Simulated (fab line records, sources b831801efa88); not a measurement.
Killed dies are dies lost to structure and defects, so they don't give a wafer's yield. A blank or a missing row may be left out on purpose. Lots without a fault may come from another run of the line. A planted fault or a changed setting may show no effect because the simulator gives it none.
fab line records | flow sky130
record lots=13 wafers=39 last_day=51
route steps=708 shown POLY_GATE@224 LDD_P@262 PAD_OPEN@708
lots that met no fault: from a run of the same line without faults
start_h: hours from the record's first day to the start of the lot's first wafer shown | wait_h: hours since the lot's step before | " the same as in the row above | L1.1+2: a row that stands for several wafers | - no value, or no start given | * or withheld: withheld | < > ~ a bound
route shown NAME@n: a module of which the file shows steps, and the number in the route of the first | usual: mean/standard deviation of fault-free wafers | same: alike in all rows | chamber/n: place in a boat | sites: the reading at each site | _std_site: their standard deviation | _edge_site: outer sites' mean less inner sites' | radius_mm: how far each site lies from the wafer's centre | mask NAME#n: copy n | behind: the tool/chamber that last shaped the wafer | hold: why the lot was held/for how many hours/how that ended | device: the transistor (n, p or np) that didn't switch | end of line: the same wafers' tests at the end of the route | a step without rows: its recipe alone | killed: dies lost to structure and defects at the first sort, not the wafer's yield | map: a wafer's dies, x killed, . not, _ none there
set.NAME: the setting as run; set.NAME@STEP: as run at that earlier step | model.NAME: the simulator's own value behind a step, which no gauge read
steps of the route over a sample of lots; a table a step, a row a wafer
services: from which hour (start_h, from the record's first day; less than 0 if before it) a tool's chamber was out of use, for how many hours, and why
## steps
# step SKY_POLY_GATE_EXPOSE_10
# recipe mask_id=P1M na=0.68 source_shape=conventional sigma_outer=0.6 target_cd_nm=150 dose_mj=28
# usual exposure_dose_mJ_cm2=27.994/0.027 focus_offset_nm=0.1/0.52 stage_vel_mm_s=500.01/0.26
# columns lot.wafer tool chamber start_h wait_h mask exposure_dose_mJ_cm2 focus_offset_nm stage_vel_mm_s
L156.1 krf_scanner-02 0 380.92 - P1M#0 27.965 -0.6 499.96
L156.3 " 0 " " P1M#0 28.002 -0.6 500.34
L156.5 " 0 " " P1M#0 27.967 -0.3 499.88
L155.1 krf_scanner-01 0 382.02 - P1M#0 28.013 0.5 500.17
L155.4 " 0 " " P1M#0 28.042 0.3 500.18
L155.5 " 0 " " P1M#0 28.034 0.9 500.41
L159.2 krf_scanner-01 0 405.89 - P1M#0 27.947 -0.1 500.24
L159.3 " 0 " " P1M#0 27.959 -0.7 500.19
L159.6 " 0 " " P1M#0 27.958 -0.2 500.51
L160.3 krf_scanner-01 0 416.09 - P1M#0 27.993 0.4 500.69
L160.5 " 0 " " P1M#0 27.987 0.4 500.40
L160.6 " 0 " " P1M#0 27.958 -0.4 500.18
L161.1 krf_scanner-02 0 424.05 - P1M#0 27.971 0.6 500.10
L161.2 " 0 " " P1M#0 27.978 0.0 499.97
L161.5 " 0 " " P1M#0 27.936 0.4 500.45
L162.1 krf_scanner-02 0 433.95 - P1M#0 27.967 -0.5 499.81
L162.4 " 0 " " P1M#0 28.005 0.1 499.82
L162.5 " 0 " " P1M#0 28.009 -0.2 499.61
L166.4 krf_scanner-01 0 460.21 - P1M#0 28.015 0.9 500.39
L166.5 " 0 " " P1M#0 27.975 -0.9 500.24
L166.6 " 0 " " P1M#0 27.988 0.6 500.33
L167.1 krf_scanner-01 0 480.35 - P1M#0 28.021 0.1 500.24
L167.3 " 0 " " P1M#0 28.034 0.6 500.06
L167.6 " 0 " " P1M#0 28.005 -0.3 499.88
L169.1 krf_scanner-01 0 495.82 - P1M#0 27.969 0.2 500.36
L169.4 " 0 " " P1M#0 27.961 0.4 500.13
L169.6 " 0 " " P1M#0 27.988 0.3 499.88
L170.2 krf_scanner-01 0 498.62 - P1M#0 27.975 0.7 499.58
L170.3 " 0 " " P1M#0 28.015 0.9 499.68
L170.4 " 0 " " P1M#0 28.028 0.2 499.76
L171.1 krf_scanner-01 0 501.93 - P1M_R1#0 27.998 -0.3 499.75
L171.3 " 0 " " P1M_R1#0 28.022 -0.7 499.58
L171.4 " 0 " " P1M_R1#0 28.010 -0.8 499.93
L177.2 krf_scanner-02 0 559.07 - P1M#0 27.972 -0.1 499.86
L177.5 " 0 " " P1M#0 28.016 -0.3 499.92
L177.6 " 0 " " P1M#0 27.972 0.4 499.68
L178.4 krf_scanner-02 0 563.86 - P1M#0 27.999 -0.3 500.15
L178.5 " 0 " " P1M#0 28.025 0.1 500.01
L178.6 " 0 " " P1M#0 28.012 0.8 500.15
# step SKY_POLY_GATE_CD_MEAS_13
# recipe target_cd_nm=150
# usual cd_nm=149.9/1.5
# columns lot.wafer tool chamber start_h wait_h cd_nm
L156.1 cd_sem-01 - 395.20 - 150.1
L156.3 " - " " 149.3
L156.5 " - " " 149.8
L155.1 cd_sem-02 - 396.33 - 150.6
L155.4 " - " " 151.6
L155.5 " - " " 151.8
L159.2 cd_sem-01 - 421.00 - 152.6
L159.3 " - " " 151.8
L159.6 " - " " 151.6
L160.3 cd_sem-01 - 431.54 - 150.4
L160.5 " - " " 148.4
L160.6 " - " " 149.8
L161.1 cd_sem-01 - 439.85 - 149.6
L161.2 " - " " 150.1
L161.5 " - " " 148.0
L162.1 cd_sem-01 - 449.05 - 149.3
L162.4 " - " " 148.4
L162.5 " - " " 148.9
L166.4 cd_sem-02 - 475.69 - 152.2
L166.5 " - " " 151.0
L166.6 " - " " 150.7
L167.1 cd_sem-02 - 496.05 - 148.8
L167.3 " - " " 148.4
L167.6 " - " " 148.3
L169.1 cd_sem-02 - 510.80 - 150.9
L169.4 " - " " 150.3
L169.6 " - " " 151.2
L170.2 cd_sem-01 - 513.70 - 149.3
L170.3 " - " " 147.6
L170.4 " - " " 147.4
L171.1 cd_sem-01 - 517.10 - 171.0
L171.3 " - " " 170.7
L171.4 " - " " 171.4
L177.2 cd_sem-02 - 574.30 - 148.9
L177.5 " - " " 149.6
L177.6 " - " " 150.3
L178.4 cd_sem-02 - 578.61 - 150.1
L178.5 " - " " 149.4
L178.6 " - " " 147.7
# step SKY_POLY_GATE_OVL_MEAS_14
# usual POLY_GATE_OVL=5/4.9
# columns lot.wafer tool chamber start_h wait_h POLY_GATE_OVL[nm]
L156.1 overlay-01 - 395.32 0.1 12
L156.3 " - " " 12
L156.5 " - " " 13
L155.1 overlay-01 - 396.45 0.1 -2
L155.4 " - " " -4
L155.5 " - " " 0
L159.2 overlay-02 - 421.11 0.1 5
L159.3 " - " " 1
L159.6 " - " " 2
L160.3 overlay-02 - 431.63 0.1 4
L160.5 " - " " 10
L160.6 " - " " 2
L161.1 overlay-02 - 439.97 0.1 2
L161.2 " - " " -2
L161.5 " - " " 0
L162.1 overlay-01 - 449.17 0.1 3
L162.4 " - " " 1
L162.5 " - " " 3
L166.4 overlay-01 - 475.77 0.1 9
L166.5 " - " " 10
L166.6 " - " " -1
L167.1 overlay-01 - 496.17 0.1 8
L167.3 " - " " 14
L167.6 " - " " 8
L169.1 overlay-02 - 510.92 0.1 1
L169.4 " - " " -1
L169.6 " - " " 6
L170.2 overlay-02 - 513.81 0.1 4
L170.3 " - " " 4
L170.4 " - " " 9
L171.1 overlay-02 - 517.22 0.1 1
L171.3 " - " " -5
L171.4 " - " " 0
L177.2 overlay-01 - 574.40 0.1 4
L177.5 " - " " -3
L177.6 " - " " -3
L178.4 overlay-02 - 578.68 0.1 6
L178.5 " - " " 8
L178.6 " - " " 9
# step SKY_LDD_P_CD_MEAS_07
# recipe target_cd_nm=380
# usual cd_nm=380.1/2.3
# columns lot.wafer tool chamber start_h wait_h cd_nm
L156.1 cd_sem-01 - 462.03 0.1 379.5
L156.3 " - " " 382.2
L156.5 " - " " 378.4
L155.1 cd_sem-02 - 462.05 0.1 377.4
L155.4 " - " " 380.1
L155.5 " - " " 379.2
L159.2 cd_sem-01 - 488.25 0.1 381.3
L159.3 " - " " 381.3
L159.6 " - " " 381.1
L160.3 cd_sem-01 - 500.29 0.1 379.6
L160.5 " - " " 380.0
L160.6 " - " " 378.3
L161.1 cd_sem-02 - 507.05 0.1 383.5
L161.2 " - " " 384.8
L161.5 " - " " 382.7
L162.1 cd_sem-02 - 515.00 0.1 379.3
L162.4 " - " " 377.4
L162.5 " - " " 375.0
L166.4 cd_sem-01 - 541.31 0.1 381.0
L166.5 " - " " 383.5
L166.6 " - " " 381.6
L167.1 cd_sem-01 - 564.35 0.1 383.0
L167.3 " - " " 381.6
L167.6 " - " " 380.8
L169.1 cd_sem-02 - 574.93 0.1 383.1
L169.4 " - " " 381.8
L169.6 " - " " 381.7
L170.2 cd_sem-01 - 578.67 0.1 378.6
L170.3 " - " " 380.3
L170.4 " - " " 375.7
L171.1 cd_sem-02 - 580.70 0.1 379.8
L171.3 " - " " 379.5
L171.4 " - " " 380.2
L177.2 cd_sem-01 - 636.77 0.1 381.4
L177.5 " - " " 382.0
L177.6 " - " " 381.4
L178.4 cd_sem-02 - 640.56 0.1 378.0
L178.5 " - " " 380.5
L178.6 " - " " 379.9
# step SKY_LDD_P_OVL_MEAS_08
# usual LDD_P_OVL=0.7/1.4
# columns lot.wafer tool chamber start_h wait_h LDD_P_OVL[nm]
L156.1 overlay-02 - 462.15 0.1 3.9
L156.3 " - " " 3.0
L156.5 " - " " 3.1
L155.1 overlay-01 - 462.17 0.1 0.2
L155.4 " - " " 0.8
L155.5 " - " " 1.6
L159.2 overlay-02 - 488.36 0.1 1.6
L159.3 " - " " 2.7
L159.6 " - " " 1.8
L160.3 overlay-02 - 500.38 0.1 1.4
L160.5 " - " " 1.4
L160.6 " - " " 1.3
L161.1 overlay-01 - 507.17 0.1 -0.4
L161.2 " - " " 1.0
L161.5 " - " " -0.1
L162.1 overlay-01 - 515.12 0.1 0.1
L162.4 " - " " 1.5
L162.5 " - " " -1.2
L166.4 overlay-01 - 541.39 0.1 0.6
L166.5 " - " " 0.8
L166.6 " - " " 1.1
L167.1 overlay-02 - 564.47 0.1 -1.5
L167.3 " - " " -2.0
L167.6 " - " " -0.5
L169.1 overlay-02 - 575.05 0.1 -0.2
L169.4 " - " " 0.2
L169.6 " - " " -0.2
L170.2 overlay-01 - 578.77 0.1 -0.5
L170.3 " - " " -0.6
L170.4 " - " " -0.7
L171.1 overlay-02 - 580.82 0.1 0.7
L171.3 " - " " 0.7
L171.4 " - " " 1.7
L177.2 overlay-01 - 636.88 0.1 1.3
L177.5 " - " " 0.9
L177.6 " - " " 1.3
L178.4 overlay-02 - 640.64 0.1 -1.2
L178.5 " - " " -0.8
L178.6 " - " " -1.7
# step SKY_PAD_OPEN_PROBE_99
# usual killed_at_M0_to_M3=43/7.5 killed_at_M4_up=3.2/1.9 killed_at_contacts=24/5.6 killed_at_front_end=15/4.8 killed_at_other=0.2/0.54 killed_dies=86/11 killed_on_rim=17/3.6 killed_open=47/7.6 killed_short=39/7.1
# same gross_dies=492 killed_at_back_side=0
# columns lot.wafer tool chamber start_h wait_h killed_at_M0_to_M3 killed_at_M4_up killed_at_contacts killed_at_front_end killed_at_other killed_dies killed_on_rim killed_open killed_short
L155.1 prober-01 - 1108.38 0.1 51 1 19 11 0 82 18 44 38
L155.4 prober-01 - 1108.53 0.2 57 2 16 13 0 88 17 49 39
L155.5 prober-01 - 1108.58 0.2 37 4 26 10 0 77 13 49 28
L159.2 prober-02 - 1127.85 0.1 35 3 26 10 0 74 12 40 34
L159.3 prober-02 - 1127.90 0.2 48 3 27 16 0 94 12 43 51
L159.6 prober-02 - 1128.05 0.2 41 3 24 17 0 85 19 46 39
L160.3 prober-01 - 1131.03 0.2 41 3 22 11 0 77 15 37 40
L160.5 prober-01 - 1131.13 0.2 38 5 20 16 2 81 17 40 41
L160.6 prober-01 - 1131.18 0.2 42 9 22 6 1 80 12 43 37
L161.1 prober-02 - 1137.71 0.1 45 6 20 14 0 85 18 51 34
L161.2 prober-02 - 1137.76 0.1 50 0 25 16 0 91 16 46 45
L161.5 prober-02 - 1137.91 0.2 45 4 27 19 0 95 20 54 41
L166.4 prober-01 - 1161.36 0.2 37 4 27 15 0 83 14 50 33
L166.5 prober-01 - 1161.41 0.2 39 3 16 16 0 74 14 47 27
L166.6 prober-01 - 1161.46 0.2 28 2 32 15 0 77 13 45 32
L169.1 prober-02 - 1177.54 0.1 38 1 27 12 0 78 14 41 37
L169.4 prober-02 - 1177.69 0.2 38 3 25 12 0 78 17 47 31
L169.6 prober-02 - 1177.79 0.2 34 5 29 13 0 81 13 40 41
L171.1 prober-02 - 1185.30 0.1 67 5 19 86 0 177 52 56 52
L171.3 prober-02 - 1185.40 0.2 43 1 28 80 0 152 48 41 49
L171.4 prober-02 - 1185.45 0.2 46 4 21 39 0 110 37 52 35
# killed by level:class
L155.1 VIA2:geometric_particle:open=11 METAL2:geometric_particle:short=8 CONTACT:geometric_particle:open=8 VIA1:geometric_particle:short=8 LI_CONTACT:geometric_particle:open=6 VIA1:geometric_particle:open=6 VIA3:geometric_particle:open=6 METAL1:geometric_particle:short=4
L155.4 VIA1:geometric_particle:open=12 VIA2:geometric_particle:open=11 CONTACT:geometric_particle:open=9 METAL1:geometric_particle:short=8 VIA3:geometric_particle:open=8 VIA1:geometric_particle:short=6 METAL2:geometric_particle:short=5 FIELD_ISO:geometric_particle:short=4
L155.5 CONTACT:geometric_particle:open=10 VIA1:geometric_particle:open=10 VIA2:geometric_particle:open=9 LI_CONTACT:geometric_particle:open=6 VIA3:geometric_particle:open=5 POLY_GATE:geometric_particle:open=4 LOCAL_INTERCONNECT:geometric_particle:short=4 METAL1:geometric_particle:short=4
L159.2 VIA1:geometric_particle:open=9 CONTACT:geometric_particle:open=8 LI_CONTACT:geometric_particle:open=7 CONTACT:geometric_particle:short=6 VIA2:geometric_particle:short=5 VIA3:geometric_particle:open=4 VIA2:geometric_particle:open=4 VIA1:geometric_particle:short=3
L159.3 CONTACT:geometric_particle:open=10 VIA1:geometric_particle:short=9 LI_CONTACT:geometric_particle:open=9 VIA3:geometric_particle:open=9 METAL2:geometric_particle:short=7 FIELD_ISO:geometric_particle:short=6 VIA1:geometric_particle:open=6 CONTACT:geometric_particle:short=5
L159.6 VIA1:geometric_particle:open=9 VIA2:geometric_particle:open=8 LI_CONTACT:geometric_particle:open=6 CONTACT:geometric_particle:short=6 FIELD_ISO:geometric_particle:short=5 VIA1:geometric_particle:short=5 POLY_GATE:geometric_particle:open=5 VIA2:geometric_particle:short=5
L160.3 CONTACT:geometric_particle:open=10 VIA3:geometric_particle:open=8 VIA1:geometric_particle:open=8 METAL2:geometric_particle:short=5 METAL3:geometric_particle:short=5 METAL1:geometric_particle:short=4 POLY_GATE:geometric_particle:short=4 LI_CONTACT:geometric_particle:open=4
L160.5 VIA3:geometric_particle:open=8 METAL3:geometric_particle:short=6 LI_CONTACT:geometric_particle:open=6 VIA1:geometric_particle:open=6 FIELD_ISO:geometric_particle:short=5 CONTACT:geometric_particle:short=5 VIA1:geometric_particle:short=5 CONTACT:geometric_particle:open=5
L160.6 VIA1:geometric_particle:open=10 LI_CONTACT:geometric_particle:open=8 CONTACT:geometric_particle:open=6 VIA3:geometric_particle:short=6 VIA3:geometric_particle:open=6 METAL4:geometric_particle:short=6 METAL2:geometric_particle:short=5 METAL1:geometric_particle:short=4
L161.1 VIA1:geometric_particle:open=12 CONTACT:geometric_particle:open=10 VIA3:geometric_particle:open=8 LI_CONTACT:geometric_particle:open=6 VIA1:geometric_particle:short=5 VIA2:geometric_particle:short=5 POLY_GATE:geometric_particle:short=4 METAL1:geometric_particle:short=4
L161.2 VIA1:geometric_particle:open=12 CONTACT:geometric_particle:open=9 VIA3:geometric_particle:open=7 CONTACT:geometric_particle:short=6 METAL3:geometric_particle:short=6 FIELD_ISO:geometric_particle:short=5 METAL1:geometric_particle:short=5 VIA1:geometric_particle:short=5
L161.5 VIA1:geometric_particle:open=15 LI_CONTACT:geometric_particle:open=9 POLY_GATE:geometric_particle:open=6 LOCAL_INTERCONNECT:geometric_particle:short=6 CONTACT:geometric_particle:open=6 METAL1:geometric_particle:short=5 VIA3:geometric_particle:open=5 METAL2:geometric_particle:short=5
L166.4 LI_CONTACT:geometric_particle:open=10 VIA1:geometric_particle:open=9 VIA2:geometric_particle:open=7 CONTACT:geometric_particle:open=7 VIA3:geometric_particle:open=7 FIELD_ISO:geometric_particle:short=6 METAL1:geometric_particle:short=6 METAL4:geometric_particle:short=4
L166.5 VIA1:geometric_particle:open=19 POLY_GATE:geometric_particle:open=7 VIA2:geometric_particle:open=6 CONTACT:geometric_particle:open=5 CONTACT:geometric_particle:short=4 METAL1:geometric_particle:short=4 LOCAL_INTERCONNECT:geometric_particle:short=3 VIA2:geometric_particle:short=3
L166.6 CONTACT:geometric_particle:open=12 CONTACT:geometric_particle:short=6 LI_CONTACT:geometric_particle:open=6 FIELD_ISO:geometric_particle:open=5 POLY_GATE:geometric_particle:short=5 POLY_GATE:geometric_particle:open=4 LI_CONTACT:geometric_particle:short=4 METAL1:geometric_particle:short=4
L169.1 LI_CONTACT:geometric_particle:open=7 CONTACT:geometric_particle:open=7 VIA1:geometric_particle:open=7 VIA1:geometric_particle:short=7 VIA2:geometric_particle:open=7 FIELD_ISO:geometric_particle:open=5 LOCAL_INTERCONNECT:geometric_particle:short=5 LI_CONTACT:geometric_particle:short=4
L169.4 VIA1:geometric_particle:open=9 VIA2:geometric_particle:open=8 VIA3:geometric_particle:open=7 LI_CONTACT:geometric_particle:open=6 FIELD_ISO:geometric_particle:short=5 LOCAL_INTERCONNECT:geometric_particle:short=5 LI_CONTACT:geometric_particle:short=4 CONTACT:geometric_particle:open=4
L169.6 LI_CONTACT:geometric_particle:open=8 CONTACT:geometric_particle:open=7 VIA2:geometric_particle:open=7 CONTACT:geometric_particle:short=5 POLY_GATE:geometric_particle:open=5 LI_CONTACT:geometric_particle:short=5 VIA3:geometric_particle:open=5 VIA1:geometric_particle:short=5
L171.1 POLY_GATE:area_expose=69 VIA1:geometric_particle:open=15 VIA2:geometric_particle:open=9 METAL2:geometric_particle:short=9 FIELD_ISO:geometric_particle:short=7 VIA3:geometric_particle:short=6 CONTACT:geometric_particle:open=6 METAL1:geometric_particle:short=6
L171.3 POLY_GATE:area_expose=62 VIA1:geometric_particle:open=10 CONTACT:geometric_particle:open=7 LI_CONTACT:geometric_particle:open=6 CONTACT:geometric_particle:short=6 VIA2:geometric_particle:short=6 VIA2:geometric_particle:open=6 FIELD_ISO:geometric_particle:open=5
L171.4 POLY_GATE:area_expose=23 VIA1:geometric_particle:open=12 LI_CONTACT:geometric_particle:open=8 CONTACT:geometric_particle:open=7 METAL2:geometric_particle:short=7 VIA3:geometric_particle:open=6 VIA2:geometric_particle:short=5 VIA2:geometric_particle:open=5
## services
# columns tool chamber start_h hours kind
krf_scanner-02 - 370.05 4.4 pm
krf_scanner-01 - 376.44 1.0 pm
krf_scanner-02 - 400.83 0.6 repair
krf_scanner-02 - 408.40 1.3 pm
krf_scanner-02 - 416.37 0.4 repair
krf_scanner-01 - 417.92 1.3 pm
krf_scanner-02 - 444.19 1.0 pm
krf_scanner-01 - 456.59 0.7 repair
krf_scanner-02 - 491.91 5.1 repair
krf_scanner-02 - 498.68 0.2 repair
krf_scanner-01 - 503.65 0.8 pm
krf_scanner-02 - 504.38 0.5 repair
krf_scanner-02 - 521.16 0.8 pm
krf_scanner-01 - 545.44 1.0 pm
krf_scanner-02 - 557.97 0.7 repair
## key
first_sign step=SKY_POLY_GATE_EXPOSE_10 reading=mask direction=changed
effect step=SKY_POLY_GATE_CD_MEAS_13 reading=cd_nm direction=up sigmas=14 usual=149.9 struck=171.1
effect step=SKY_PAD_OPEN_PROBE_99 reading=killed_at_front_end direction=up sigmas=11 usual=15 struck=68
more_kills_born_at SKY_POLY_GATE_EXPOSE_10@krf_scanner-01=154
met_at SKY_POLY_GATE_EXPOSE_10
struck_lots L171
tester_left_out L171
not_acting_at SKY_POLY_GATE_OVL_MEAS_14,SKY_LDD_P_CD_MEAS_07,SKY_LDD_P_OVL_MEAS_08
onset_between 498.62 501.93
fault kind=wrong_mask tool=any chamber=- onset_h=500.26 steps=SKY_POLY_GATE_EXPOSE_10 aux_copy=P1M_R1#0 cd_offset_nm=22 scope=struck_lots_only
# tester_left_out: of these lots the tester's yield and bins aren't shown, on N5 and GAA mostly nor the transistor test; their killed dies are dies lost to structure and defects alone, not to doping, threshold or leakage, so they don't give the yield
